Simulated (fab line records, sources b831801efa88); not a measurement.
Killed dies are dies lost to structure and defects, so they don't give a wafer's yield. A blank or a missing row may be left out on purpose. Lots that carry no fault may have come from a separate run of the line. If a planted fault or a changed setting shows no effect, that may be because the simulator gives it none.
fab line records ; flow sky130
record lots=12; wafers=36; lastDay=50
route steps=708 shown NWELL@82 VT_ADJUST_LVTN@116 VT_ADJUST_NCORE@126 PAD_OPEN@708
lots untouched by any fault: they come from a run of this same line in which no faults occurred
startH: start of the lot's first displayed wafer, in hours after the record's first day ; waitH: hours elapsed since this lot's preceding step ; " repeats the value in the row above ; L1.1+2: a single row standing in for several wafers ; - value missing, or start not given ; * or withheld: withheld ; < > ~ a bound
route shown NAME@n: NAME is a module with steps in the file, n the number in the route of the first one ; usual: mean and standard deviation over wafers with no fault ; same: alike in all rows ; chamber/n: place in a boat ; sites: each site's reading ; _std_site: standard deviation of those values ; _edge_site: the outer-site mean with the inner-site mean subtracted ; radiusMm: how far each site lies from the wafer's centre ; mask NAME#n: copy n ; behind: the most recent tool/chamber to have shaped the wafer ; hold: what put the lot on hold/how long, in hours/how the hold closed ; device: the n, p or np transistor that did not switch ; end of line: tests of these same wafers at the route's end ; a step with no rows: only its recipe ; killed: not the wafer's yield, but the dies lost to structure and defects at the first sort ; map: shows each die of a wafer: x if killed, . if not, _ if none is there
set.NAME: the setting that was run; set.NAME@STEP: the one run at that earlier step ; model.NAME: the simulator's own value behind a step, which no gauge read
route steps across a sampled set of lots; one table per step, one row per wafer
services: when a tool's chamber went out of use (startH, in hours from the record's first day, below 0 if earlier), for how many hours, and the reason
## steps
# step SKY_NWELL_RS_MEAS_29
# recipe thkMeasGauge=four-point-probe
# usual NWELL_RS=624.7/1.7
lot.wafer;tool;chamber;startH;waitH;NWELL_RS[ohm/sq]
L487.1;filmMetro-02;-;112.41;0.1;628.0
L487.5;filmMetro-02;-;112.41;0.1;626.1
L487.6;filmMetro-02;-;112.41;0.1;626.6
L489.3;filmMetro-04;-;119.47;0.1;626.9
L489.4;filmMetro-04;-;119.47;0.1;624.5
L489.6;filmMetro-04;-;119.47;0.1;623.9
L490.1;filmMetro-02;-;123.91;0.1;626.5
L490.2;filmMetro-02;-;123.91;0.1;626.7
L490.3;filmMetro-02;-;123.91;0.1;627.5
L491.1;filmMetro-04;-;130.58;0.1;621.0
L491.2;filmMetro-04;-;130.58;0.1;622.2
L491.5;filmMetro-04;-;130.58;0.1;623.4
L495.2;filmMetro-04;-;161.20;0.1;625.0
L495.4;filmMetro-04;-;161.20;0.1;623.8
L495.6;filmMetro-04;-;161.20;0.1;623.1
L496.1;filmMetro-02;-;167.47;0.1;626.0
L496.4;filmMetro-02;-;167.47;0.1;625.7
L496.6;filmMetro-02;-;167.47;0.1;626.7
L497.3;filmMetro-02;-;171.92;0.1;627.0
L497.5;filmMetro-02;-;171.92;0.1;626.0
L497.6;filmMetro-02;-;171.92;0.1;627.5
L499.2;filmMetro-04;-;195.48;0.1;624.8
L499.5;filmMetro-04;-;195.48;0.1;625.7
L499.6;filmMetro-04;-;195.48;0.1;624.3
L502.2;filmMetro-02;-;207.85;0.1;627.9
L502.3;filmMetro-02;-;207.85;0.1;625.3
L502.5;filmMetro-02;-;207.85;0.1;625.4
L504.2;filmMetro-04;-;211.68;0.1;623.8
L504.4;filmMetro-04;-;211.68;0.1;624.3
L504.5;filmMetro-04;-;211.68;0.1;623.9
L505.1;filmMetro-04;-;217.63;0.1;622.7
L505.2;filmMetro-04;-;217.63;0.1;623.6
L505.4;filmMetro-04;-;217.63;0.1;622.6
L508.1;filmMetro-02;-;239.61;0.1;624.7
L508.2;filmMetro-02;-;239.61;0.1;623.1
L508.5;filmMetro-02;-;239.61;0.1;625.6
# step SKY_VT_ADJUST_LVTN_IMPLANT_19
# recipe species=B; energyKev=30; doseCm2=6.5e+11; tiltDeg=withheld
# usual doseIonsCm2=6.5e+11/6.9e+08; faradayCurrentUA=3.66/0.077
lot.wafer;tool;chamber;startH;waitH;doseIonsCm2;faradayCurrentUA
L487.1;implanter-04;0;168.60;0.0;6.499e+11;3.55
L487.5;implanter-04;0;168.60;0.0;6.507e+11;3.57
L487.6;implanter-04;0;168.60;0.0;6.5e+11;3.62
L489.3;implanter-04;0;178.20;0.1;6.499e+11;3.80
L489.4;implanter-04;0;178.20;0.1;6.495e+11;3.75
L489.6;implanter-04;0;178.20;0.1;6.501e+11;3.67
L490.1;implanter-04;0;184.45;0.0;6.502e+11;3.66
L490.2;implanter-04;0;184.45;0.0;6.502e+11;3.49
L490.3;implanter-04;0;184.45;0.0;6.503e+11;3.62
L491.1;implanter-03;0;190.35;0.0;6.49e+11;3.64
L491.2;implanter-03;0;190.35;0.0;6.489e+11;3.69
L491.5;implanter-03;0;190.35;0.0;6.499e+11;3.71
L495.2;implanter-03;0;224.73;0.0;6.493e+11;3.62
L495.4;implanter-03;0;224.73;0.0;6.486e+11;3.58
L495.6;implanter-03;0;224.73;0.0;6.496e+11;3.60
L496.1;implanter-04;0;234.07;0.0;4.578e+11;2.65
L496.4;implanter-04;0;234.07;0.0;4.574e+11;2.50
L496.6;implanter-04;0;234.07;0.0;4.59e+11;2.55
L497.3;implanter-01;0;236.25;0.1;6.507e+11;3.62
L497.5;implanter-01;0;236.25;0.1;6.512e+11;3.79
L497.6;implanter-01;0;236.25;0.1;6.516e+11;3.76
L499.2;implanter-04;0;265.83;0.0;4.583e+11;2.56
L499.5;implanter-04;0;265.83;0.0;4.593e+11;2.54
L499.6;implanter-04;0;265.83;0.0;4.582e+11;2.63
L502.2;implanter-03;0;277.54;0.0;6.505e+11;3.54
L502.3;implanter-03;0;277.54;0.0;6.502e+11;3.75
L502.5;implanter-03;0;277.54;0.0;6.509e+11;3.61
L504.2;implanter-01;0;281.18;0.0;6.494e+11;3.57
L504.4;implanter-01;0;281.18;0.0;6.483e+11;3.61
L504.5;implanter-01;0;281.18;0.0;6.49e+11;3.70
L505.1;implanter-01;0;286.40;0.0;6.497e+11;3.71
L505.2;implanter-01;0;286.40;0.0;6.487e+11;3.76
L505.4;implanter-01;0;286.40;0.0;6.499e+11;3.59
L508.1;implanter-03;0;302.82;0.0;6.5e+11;3.62
L508.2;implanter-03;0;302.82;0.0;6.5e+11;3.56
L508.5;implanter-03;0;302.82;0.0;6.494e+11;3.65
# step SKY_VT_ADJUST_LVTN_TW_MEAS_21
# usual VT_ADJUST_LVTN_2_TW=188.6/0.81
lot.wafer;tool;chamber;startH;waitH;VT_ADJUST_LVTN_2_TW
L487.1;filmMetro-03;-;168.85;0.1;189.9
L487.5;filmMetro-03;-;168.85;0.1;189.2
L487.6;filmMetro-03;-;168.85;0.1;189.3
L489.3;filmMetro-02;-;178.42;0.1;188.4
L489.4;filmMetro-02;-;178.42;0.1;188.7
L489.6;filmMetro-02;-;178.42;0.1;188.9
L490.1;filmMetro-03;-;184.70;0.1;189.1
L490.2;filmMetro-03;-;184.70;0.1;189.7
L490.3;filmMetro-03;-;184.70;0.1;189.3
L491.1;filmMetro-02;-;190.60;0.1;188.2
L491.2;filmMetro-02;-;190.60;0.1;188.2
L491.5;filmMetro-02;-;190.60;0.1;188.5
L495.2;filmMetro-03;-;224.96;0.1;188.5
L495.4;filmMetro-03;-;224.96;0.1;187.7
L495.6;filmMetro-03;-;224.96;0.1;187.0
L496.1;filmMetro-03;-;234.32;0.1;171.1
L496.4;filmMetro-03;-;234.32;0.1;170.9
L496.6;filmMetro-03;-;234.32;0.1;170.4
L497.3;filmMetro-02;-;236.47;0.1;188.1
L497.5;filmMetro-02;-;236.47;0.1;188.0
L497.6;filmMetro-02;-;236.47;0.1;187.8
L499.2;filmMetro-02;-;266.06;0.1;172.1
L499.5;filmMetro-02;-;266.06;0.1;171.7
L499.6;filmMetro-02;-;266.06;0.1;171.7
L502.2;filmMetro-02;-;277.78;0.1;188.8
L502.3;filmMetro-02;-;277.78;0.1;189.4
L502.5;filmMetro-02;-;277.78;0.1;190.1
L504.2;filmMetro-01;-;281.41;0.1;188.4
L504.4;filmMetro-01;-;281.41;0.1;189.4
L504.5;filmMetro-01;-;281.41;0.1;188.7
L505.1;filmMetro-03;-;286.65;0.1;186.6
L505.2;filmMetro-03;-;286.65;0.1;189.1
L505.4;filmMetro-03;-;286.65;0.1;186.7
L508.1;filmMetro-03;-;303.06;0.1;189.7
L508.2;filmMetro-03;-;303.06;0.1;189.5
L508.5;filmMetro-03;-;303.06;0.1;188.2
# step SKY_VT_ADJUST_NCORE_CD_MEAS_07
# recipe targetCdNm=380
# usual cdNm=380.0/2.4
lot.wafer;tool;chamber;startH;waitH;cdNm
L487.1;cdSem-02;-;189.62;0.1;377.5
L487.5;cdSem-02;-;189.62;0.1;378.3
L487.6;cdSem-02;-;189.62;0.1;377.9
L489.3;cdSem-01;-;198.70;0.1;376.7
L489.4;cdSem-01;-;198.70;0.1;375.6
L489.6;cdSem-01;-;198.70;0.1;376.5
L490.1;cdSem-01;-;206.62;0.1;381.3
L490.2;cdSem-01;-;206.62;0.1;383.5
L490.3;cdSem-01;-;206.62;0.1;384.4
L491.1;cdSem-02;-;211.72;0.1;381.3
L491.2;cdSem-02;-;211.72;0.1;380.6
L491.5;cdSem-02;-;211.72;0.1;378.9
L495.2;cdSem-01;-;247.54;0.1;376.5
L495.4;cdSem-01;-;247.54;0.1;378.3
L495.6;cdSem-01;-;247.54;0.1;378.6
L496.1;cdSem-02;-;257.22;0.1;382.3
L496.4;cdSem-02;-;257.22;0.1;380.6
L496.6;cdSem-02;-;257.22;0.1;384.1
L497.3;cdSem-01;-;258.56;0.1;378.8
L497.5;cdSem-01;-;258.56;0.1;380.5
L497.6;cdSem-01;-;258.56;0.1;379.4
L499.2;cdSem-01;-;287.64;0.1;378.8
L499.5;cdSem-01;-;287.64;0.1;378.6
L499.6;cdSem-01;-;287.64;0.1;378.5
L502.2;cdSem-02;-;296.29;0.1;381.3
L502.3;cdSem-02;-;296.29;0.1;380.2
L502.5;cdSem-02;-;296.29;0.1;379.9
L504.2;cdSem-01;-;299.79;0.1;380.3
L504.4;cdSem-01;-;299.79;0.1;383.2
L504.5;cdSem-01;-;299.79;0.1;381.3
L505.1;cdSem-01;-;304.27;0.1;382.2
L505.2;cdSem-01;-;304.27;0.1;381.8
L505.4;cdSem-01;-;304.27;0.1;382.6
L508.1;cdSem-02;-;324.11;0.1;375.7
L508.2;cdSem-02;-;324.11;0.1;375.7
L508.5;cdSem-02;-;324.11;0.1;377.4
# step SKY_VT_ADJUST_NCORE_STRIP_10
# recipe chemistry=O2/N2; powerW=1400; pressureMtorr=1500; platenTempC=withheld; o2FlowSccm=3000; n2FlowSccm=300; overashFraction=0.5
# usual drypumpMotorCurrentA=5.8/0.34; oesProductAu=0.716/0.0049; stripTimeToEndpointS=14.20/0.035
lot.wafer;tool;chamber;startH;waitH;drypumpMotorCurrentA;oesProductAu;rfHoursCounterH;stripTimeToEndpointS
L487.1;plasmaAsher-01;0;189.93;0.1;6.4;0.719;52;14.16
L487.5;plasmaAsher-01;0;189.93;0.1;6.4;0.723;-;14.27
L487.6;plasmaAsher-01;1;189.93;0.1;5.9;0.722;-;14.23
L489.3;plasmaAsher-01;0;199.00;0.1;6.4;0.716;-;14.17
L489.4;plasmaAsher-01;1;199.00;0.1;5.9;0.715;-;14.19
L489.6;plasmaAsher-01;0;199.00;0.1;6.4;0.710;-;14.13
L490.1;plasmaAsher-01;1;206.92;0.1;5.9;0.719;53;14.21
L490.2;plasmaAsher-01;0;206.92;0.1;6.4;0.718;53;14.22
L490.3;plasmaAsher-01;1;206.92;0.1;5.9;0.709;-;14.19
L491.1;plasmaAsher-02;1;212.02;0.1;5.6;0.711;9;14.18
L491.2;plasmaAsher-02;0;212.02;0.1;5.8;0.713;9;14.15
L491.5;plasmaAsher-02;1;212.02;0.1;5.5;0.721;-;14.19
L495.2;plasmaAsher-02;0;247.83;0.1;5.8;0.718;13;14.14
L495.4;plasmaAsher-02;1;247.83;0.1;5.6;0.721;-;14.18
L495.6;plasmaAsher-02;0;247.83;0.1;5.8;0.709;-;14.15
L496.1;plasmaAsher-04;0;257.53;0.1;5.3;0.710;42;14.20
L496.4;plasmaAsher-04;0;257.53;0.1;5.3;0.717;-;14.24
L496.6;plasmaAsher-04;0;257.53;0.1;5.3;0.712;-;14.22
L497.3;plasmaAsher-01;0;258.86;0.1;6.4;0.717;-;14.17
L497.5;plasmaAsher-01;1;258.86;0.1;5.9;0.721;-;14.18
L497.6;plasmaAsher-01;0;258.86;0.1;6.4;0.722;-;14.16
L499.2;plasmaAsher-02;0;287.92;0.1;5.8;0.714;16;14.18
L499.5;plasmaAsher-02;1;287.92;0.1;5.6;0.721;-;14.19
L499.6;plasmaAsher-02;0;287.92;0.1;5.8;0.714;-;14.23
L502.2;plasmaAsher-01;1;296.58;0.1;5.9;0.720;62;14.18
L502.3;plasmaAsher-01;0;296.58;0.1;6.4;0.714;-;14.19
L502.5;plasmaAsher-01;0;296.58;0.1;6.4;0.721;-;14.24
L504.2;plasmaAsher-02;0;300.07;0.1;5.8;0.717;18;14.18
L504.4;plasmaAsher-02;1;300.07;0.1;5.6;0.718;-;14.20
L504.5;plasmaAsher-02;1;300.07;0.1;5.6;0.712;-;14.16
L505.1;plasmaAsher-01;1;304.58;0.1;5.9;0.717;62;14.25
L505.2;plasmaAsher-01;0;304.58;0.1;6.4;0.714;62;14.22
L505.4;plasmaAsher-01;1;304.58;0.1;5.9;0.711;-;14.21
L508.1;plasmaAsher-02;0;324.42;0.1;5.8;0.713;21;14.23
L508.2;plasmaAsher-02;1;324.42;0.1;5.6;0.715;21;14.21
L508.5;plasmaAsher-02;0;324.42;0.1;5.8;0.713;-;14.18
# step SKY_PAD_OPEN_PROBE_99
# usual killed_at_M0_to_M3=44/7.1; killed_at_M4_up=3.3/1.8; killedAtContacts=24/5.1; killedAtFrontEnd=16/4.7; killedAtOther=0.3/0.52; killedDies=87/9.7; killedOpen=47/6.8; killedShort=39/6.7
# same grossDies=492; killedAtBackSide=0
lot.wafer;tool;chamber;startH;waitH;killed_at_M0_to_M3;killed_at_M4_up;killedAtContacts;killedAtFrontEnd;killedAtOther;killedDies;killedOpen;killedShort
L487.1;prober-01;-;1071.23;0.1;46;3;30;22;0;101;64;37
L487.5;prober-01;-;1071.43;0.2;60;4;36;8;0;108;58;50
L487.6;prober-01;-;1071.48;0.2;45;0;22;13;0;80;42;38
L489.3;prober-02;-;1083.95;0.2;45;5;23;16;0;89;44;45
L489.4;prober-02;-;1084.00;0.2;41;2;22;17;0;82;45;37
L489.6;prober-02;-;1084.10;0.2;53;3;18;15;0;89;45;44
L490.1;prober-01;-;1089.24;0.1;45;5;15;12;0;77;42;35
L490.2;prober-01;-;1089.29;0.1;47;3;33;7;0;90;46;43
L490.3;prober-01;-;1089.34;0.2;42;0;23;18;0;83;47;36
L491.1;prober-02;-;1097.83;0.1;44;1;22;23;0;90;53;36
L491.2;prober-02;-;1097.88;0.1;38;3;24;17;0;82;46;36
L491.5;prober-02;-;1098.03;0.2;42;5;22;28;0;97;54;43
L495.2;prober-02;-;1125.73;0.1;42;5;18;15;0;80;41;38
L495.4;prober-02;-;1125.83;0.2;53;4;22;13;0;92;51;41
L495.6;prober-02;-;1125.93;0.2;42;3;18;14;0;77;53;24
L496.1;prober-01;-;1132.41;0.1;40;1;23;19;0;83;45;38
L496.4;prober-01;-;1132.56;0.2;48;1;27;19;1;96;52;44
L496.6;prober-01;-;1132.66;0.2;53;2;21;23;0;99;55;44
L497.3;prober-02;-;1134.69;0.2;34;2;34;8;0;78;40;38
L497.5;prober-02;-;1134.79;0.2;55;4;24;17;0;100;55;45
L497.6;prober-02;-;1134.84;0.2;53;3;30;23;0;109;54;55
L499.2;prober-01;-;1153.22;0.1;56;5;27;17;1;106;57;49
L499.5;prober-01;-;1153.37;0.2;63;4;18;18;1;104;55;49
L499.6;prober-01;-;1153.42;0.2;40;2;29;10;1;82;45;37
L504.2;prober-01;-;1168.08;0.1;38;2;25;7;0;72;38;34
L504.4;prober-01;-;1168.18;0.2;49;1;19;15;1;85;41;44
L504.5;prober-01;-;1168.23;0.2;41;2;16;15;0;74;43;31
L502.2;prober-02;-;1168.79;0.1;30;5;21;21;0;77;38;38
L502.3;prober-02;-;1168.84;0.2;44;3;21;13;0;81;38;41
L502.5;prober-02;-;1168.94;0.2;45;3;26;19;0;93;53;39
L505.1;prober-02;-;1172.47;0.1;48;3;25;10;1;87;49;38
L505.2;prober-02;-;1172.52;0.1;39;3;21;14;0;77;36;41
L505.4;prober-02;-;1172.62;0.2;40;4;23;10;0;77;40;37
L508.1;prober-01;-;1188.15;0.1;42;2;27;16;0;87;52;34
L508.2;prober-01;-;1188.20;0.1;35;2;21;14;1;73;43;30
L508.5;prober-01;-;1188.35;0.2;41;4;32;9;0;86;52;34
# killed by level:class
L487.1 VIA2:geometricParticle:open=13 CONTACT:geometricParticle:open=12 LI_CONTACT:geometricParticle:open=9 VIA1:geometricParticle:open=8 VIA1:geometricParticle:short=7 POLY_GATE:geometricParticle:open=6 METAL1:geometricParticle:short=6 VIA3:geometricParticle:open=5
L487.5 VIA1:geometricParticle:open=16 CONTACT:geometricParticle:open=15 METAL1:geometricParticle:short=11 VIA2:geometricParticle:open=9 LI_CONTACT:geometricParticle:open=8 LI_CONTACT:geometricParticle:short=6 VIA1:geometricParticle:short=6 LOCAL_INTERCONNECT:geometricParticle:short=5
L487.6 VIA1:geometricParticle:open=14 CONTACT:geometricParticle:open=8 LI_CONTACT:geometricParticle:open=6 CONTACT:geometricParticle:short=6 VIA1:geometricParticle:short=6 VIA2:geometricParticle:short=6 METAL3:geometricParticle:short=6 FIELD_ISO:geometricParticle:open=4
L489.3 VIA1:geometricParticle:open=11 CONTACT:geometricParticle:open=10 POLY_GATE:geometricParticle:short=6 METAL2:geometricParticle:short=6 LI_CONTACT:geometricParticle:open=6 VIA3:geometricParticle:short=6 METAL1:geometricParticle:short=5 VIA3:geometricParticle:open=4
L489.4 CONTACT:geometricParticle:open=9 VIA3:geometricParticle:open=7 VIA1:geometricParticle:open=6 METAL2:geometricParticle:short=6 FIELD_ISO:geometricParticle:short=5 POLY_GATE:geometricParticle:short=5 LI_CONTACT:geometricParticle:open=5 VIA2:geometricParticle:open=5
L489.6 VIA2:geometricParticle:open=11 METAL2:geometricParticle:short=10 FIELD_ISO:geometricParticle:open=6 VIA3:geometricParticle:open=6 LI_CONTACT:geometricParticle:open=6 VIA2:geometricParticle:short=6 CONTACT:geometricParticle:open=5 VIA1:geometricParticle:open=5
L490.1 VIA1:geometricParticle:open=13 METAL2:geometricParticle:short=9 VIA3:geometricParticle:open=6 CONTACT:geometricParticle:open=5 VIA3:geometricParticle:short=5 FIELD_ISO:geometricParticle:short=4 FIELD_ISO:geometricParticle:open=4 LOCAL_INTERCONNECT:geometricParticle:short=4
L490.2 CONTACT:geometricParticle:open=12 VIA1:geometricParticle:open=10 METAL1:geometricParticle:short=9 VIA3:geometricParticle:open=7 LI_CONTACT:geometricParticle:open=5 LOCAL_INTERCONNECT:geometricParticle:short=5 CONTACT:geometricParticle:short=5 VIA2:geometricParticle:open=5
L490.3 VIA1:geometricParticle:open=10 FIELD_ISO:geometricParticle:open=7 VIA2:geometricParticle:open=7 LI_CONTACT:geometricParticle:open=6 VIA3:geometricParticle:open=6 CONTACT:geometricParticle:short=6 CONTACT:geometricParticle:open=6 LOCAL_INTERCONNECT:geometricParticle:short=5
L491.1 CONTACT:geometricParticle:open=9 VIA1:geometricParticle:open=9 VIA2:geometricParticle:open=8 FIELD_ISO:geometricParticle:open=7 VIA3:geometricParticle:open=7 FIELD_ISO:geometricParticle:short=5 VIA1:geometricParticle:short=5 POLY_GATE:geometricParticle:open=4
L491.2 VIA2:geometricParticle:open=11 LI_CONTACT:geometricParticle:open=8 CONTACT:geometricParticle:open=6 VIA3:geometricParticle:open=6 LOCAL_INTERCONNECT:geometricParticle:short=5 VIA1:geometricParticle:short=4 FIELD_ISO:geometricParticle:open=3 FIELD_ISO:geometricParticle:short=3
L491.5 VIA1:geometricParticle:open=14 LI_CONTACT:geometricParticle:open=9 POLY_GATE:geometricParticle:short=7 CONTACT:geometricParticle:open=7 FIELD_ISO:geometricParticle:short=6 METAL2:geometricParticle:short=6 VIA3:geometricParticle:open=6 POLY_GATE:geometricParticle:open=5
L495.2 VIA1:geometricParticle:open=12 CONTACT:geometricParticle:open=7 METAL4:geometricParticle:short=5 VIA3:geometricParticle:open=5 VIA1:geometricParticle:short=5 FIELD_ISO:geometricParticle:short=4 POLY_GATE:geometricParticle:open=4 LOCAL_INTERCONNECT:geometricParticle:short=4
L495.4 VIA1:geometricParticle:open=20 CONTACT:geometricParticle:open=10 CONTACT:geometricParticle:short=6 METAL2:geometricParticle:short=6 VIA2:geometricParticle:open=6 METAL1:geometricParticle:short=5 VIA3:geometricParticle:open=5 POLY_GATE:geometricParticle:short=4
L495.6 VIA1:geometricParticle:open=12 VIA2:geometricParticle:open=9 CONTACT:geometricParticle:open=8 VIA3:geometricParticle:open=7 FIELD_ISO:geometricParticle:open=4 LI_CONTACT:geometricParticle:open=4 VIA1:geometricParticle:short=4 VIA3:geometricParticle:short=4
L496.1 VIA1:geometricParticle:open=9 METAL2:geometricParticle:short=8 VIA2:geometricParticle:open=7 LI_CONTACT:geometricParticle:open=7 CONTACT:geometricParticle:open=7 FIELD_ISO:geometricParticle:open=5 FIELD_ISO:geometricParticle:short=5 POLY_GATE:geometricParticle:short=5
L496.4 POLY_GATE:geometricParticle:open=9 CONTACT:geometricParticle:open=9 METAL2:geometricParticle:short=9 VIA2:geometricParticle:open=8 LI_CONTACT:geometricParticle:open=7 LOCAL_INTERCONNECT:geometricParticle:short=6 VIA3:geometricParticle:open=6 METAL1:geometricParticle:short=6
L496.6 VIA1:geometricParticle:open=12 VIA2:geometricParticle:open=9 CONTACT:geometricParticle:open=7 FIELD_ISO:geometricParticle:open=6 LI_CONTACT:geometricParticle:open=6 METAL1:geometricParticle:short=6 METAL2:geometricParticle:short=6 FIELD_ISO:geometricParticle:short=5
L497.3 CONTACT:geometricParticle:open=11 LI_CONTACT:geometricParticle:short=9 VIA1:geometricParticle:open=9 VIA1:geometricParticle:short=7 LI_CONTACT:geometricParticle:open=6 POLY_GATE:geometricParticle:open=4 CONTACT:geometricParticle:short=4 METAL1:geometricParticle:short=4
L497.5 CONTACT:geometricParticle:open=12 VIA1:geometricParticle:open=12 VIA3:geometricParticle:open=9 METAL2:geometricParticle:short=7 METAL1:geometricParticle:short=6 VIA2:geometricParticle:short=5 FIELD_ISO:geometricParticle:open=4 POLY_CUT:geometricParticle:short=4
L497.6 VIA1:geometricParticle:open=15 METAL2:geometricParticle:short=10 FIELD_ISO:geometricParticle:short=8 LOCAL_INTERCONNECT:geometricParticle:short=7 CONTACT:geometricParticle:open=7 VIA2:geometricParticle:open=7 FIELD_ISO:geometricParticle:open=6 CONTACT:geometricParticle:short=6
L499.2 CONTACT:geometricParticle:open=12 METAL2:geometricParticle:short=12 VIA1:geometricParticle:open=10 LI_CONTACT:geometricParticle:open=6 METAL1:geometricParticle:short=6 VIA3:geometricParticle:open=6 FIELD_ISO:geometricParticle:open=5 POLY_GATE:geometricParticle:open=5
L499.5 VIA1:geometricParticle:open=21 VIA2:geometricParticle:open=9 VIA1:geometricParticle:short=8 METAL2:geometricParticle:short=8 METAL1:geometricParticle:short=7 POLY_GATE:geometricParticle:short=5 LI_CONTACT:geometricParticle:open=5 POLY_GATE:geometricParticle:open=4
L499.6 VIA1:geometricParticle:open=13 CONTACT:geometricParticle:open=10 CONTACT:geometricParticle:short=8 METAL2:geometricParticle:short=6 LI_CONTACT:geometricParticle:open=5 VIA3:geometricParticle:open=4 LOCAL_INTERCONNECT:geometricParticle:short=4 VIA1:geometricParticle:short=4
L504.2 VIA1:geometricParticle:open=14 METAL1:geometricParticle:short=10 LI_CONTACT:geometricParticle:open=8 CONTACT:geometricParticle:short=6 CONTACT:geometricParticle:open=6 LOCAL_INTERCONNECT:geometricParticle:short=3 VIA1:geometricParticle:short=3 VIA3:geometricParticle:open=3
L504.4 METAL1:geometricParticle:short=13 VIA1:geometricParticle:open=13 CONTACT:geometricParticle:open=11 VIA2:geometricParticle:open=5 METAL2:geometricParticle:short=5 FIELD_ISO:geometricParticle:short=4 CONTACT:geometricParticle:short=4 METAL3:geometricParticle:short=4
L504.5 VIA3:geometricParticle:open=11 VIA1:geometricParticle:open=8 CONTACT:geometricParticle:open=7 CONTACT:geometricParticle:short=6 METAL1:geometricParticle:short=5 METAL3:geometricParticle:short=3 SPACER:geometricParticle:short=3 METAL2:geometricParticle:short=3
L502.2 LI_CONTACT:geometricParticle:open=10 VIA1:geometricParticle:open=7 FIELD_ISO:geometricParticle:short=6 FIELD_ISO:geometricParticle:open=5 LI_CONTACT:geometricParticle:short=5 METAL2:geometricParticle:short=5 POLY_GATE:geometricParticle:short=4 CONTACT:geometricParticle:open=4
L502.3 CONTACT:geometricParticle:open=9 VIA2:geometricParticle:open=7 VIA1:geometricParticle:short=7 METAL2:geometricParticle:short=6 LOCAL_INTERCONNECT:geometricParticle:short=5 POLY_GATE:geometricParticle:open=4 VIA3:geometricParticle:short=4 VIA1:geometricParticle:open=4
L502.5 VIA1:geometricParticle:open=18 CONTACT:geometricParticle:open=12 POLY_GATE:geometricParticle:open=8 VIA2:geometricParticle:open=6 FIELD_ISO:geometricParticle:short=5 LOCAL_INTERCONNECT:geometricParticle:short=5 METAL2:geometricParticle:short=4 LI_CONTACT:geometricParticle:open=4
L505.1 VIA2:geometricParticle:open=12 CONTACT:geometricParticle:open=10 METAL1:geometricParticle:short=8 VIA1:geometricParticle:open=7 LI_CONTACT:geometricParticle:open=6 LOCAL_INTERCONNECT:geometricParticle:short=5 VIA1:geometricParticle:short=5 VIA3:geometricParticle:open=5
L505.2 CONTACT:geometricParticle:short=7 POLY_GATE:geometricParticle:open=7 METAL2:geometricParticle:short=7 LI_CONTACT:geometricParticle:open=6 VIA1:geometricParticle:short=6 VIA1:geometricParticle:open=6 POLY_GATE:geometricParticle:short=5 VIA2:geometricParticle:open=5
L505.4 CONTACT:geometricParticle:open=12 VIA1:geometricParticle:open=9 VIA3:geometricParticle:open=6 VIA3:geometricParticle:short=5 VIA2:geometricParticle:open=5 LI_CONTACT:geometricParticle:short=4 METAL1:geometricParticle:short=4 VIA1:geometricParticle:short=4
L508.1 VIA1:geometricParticle:open=12 LI_CONTACT:geometricParticle:open=9 CONTACT:geometricParticle:open=9 VIA2:geometricParticle:open=8 FIELD_ISO:geometricParticle:open=5 METAL2:geometricParticle:short=5 LOCAL_INTERCONNECT:geometricParticle:short=4 VIA2:geometricParticle:short=4
L508.2 VIA1:geometricParticle:open=9 CONTACT:geometricParticle:open=9 POLY_GATE:geometricParticle:open=6 VIA3:geometricParticle:open=6 VIA1:geometricParticle:short=6 LI_CONTACT:geometricParticle:open=5 CONTACT:geometricParticle:short=4 METAL3:geometricParticle:short=4
L508.5 CONTACT:geometricParticle:open=13 LI_CONTACT:geometricParticle:open=9 VIA2:geometricParticle:open=8 VIA1:geometricParticle:open=8 METAL2:geometricParticle:short=6 LOCAL_INTERCONNECT:geometricParticle:short=5 VIA1:geometricParticle:short=5 FIELD_ISO:geometricParticle:short=4
## services
tool;chamber;startH;hours;kind
plasmaAsher-01;-;167.51;2.8;pm
plasmaAsher-02;-;179.24;2.8;pm
implanter-04;-;214.64;4.1;repair
plasmaAsher-04;-;236.46;13.9;repair
implanter-04;-;250.16;0.9;repair
implanter-03;-;258.56;3.3;repair
## key
firstSign step=SKY_VT_ADJUST_LVTN_IMPLANT_19; reading=doseIonsCm2; direction=down; sigmas=99+; usual=*; struck=*
effect step=SKY_VT_ADJUST_LVTN_IMPLANT_19; reading=faradayCurrentUA; direction=down; sigmas=14; usual=3.66; struck=2.57
effect step=SKY_VT_ADJUST_LVTN_TW_MEAS_21; reading=VT_ADJUST_LVTN_2_TW; direction=down; sigmas=21; usual=188.6; struck=171.3
metAt SKY_VT_ADJUST_LVTN_IMPLANT_19
struckLots L496,L499
testerLeftOut L496,L499
notActingAt SKY_NWELL_RS_MEAS_29,SKY_VT_ADJUST_NCORE_CD_MEAS_07,SKY_VT_ADJUST_NCORE_STRIP_10
onsetBetween 184.45 234.07
fault kind=processParameterDrift; tool=implanter-04; chamber=-; onsetH=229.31; steps=SKY_VT_ADJUST_LVTN_IMPLANT_19; channel=doseCm2; offset=*; shape=step; endH=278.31; actsIn=*; stated=*
# testerLeftOut: of these lots the tester's yield and bins aren't shown, on N5 and GAA mostly nor the transistor test; their killed dies are dies lost to structure and defects alone, not to doping, threshold or leakage, so they don't give the yield
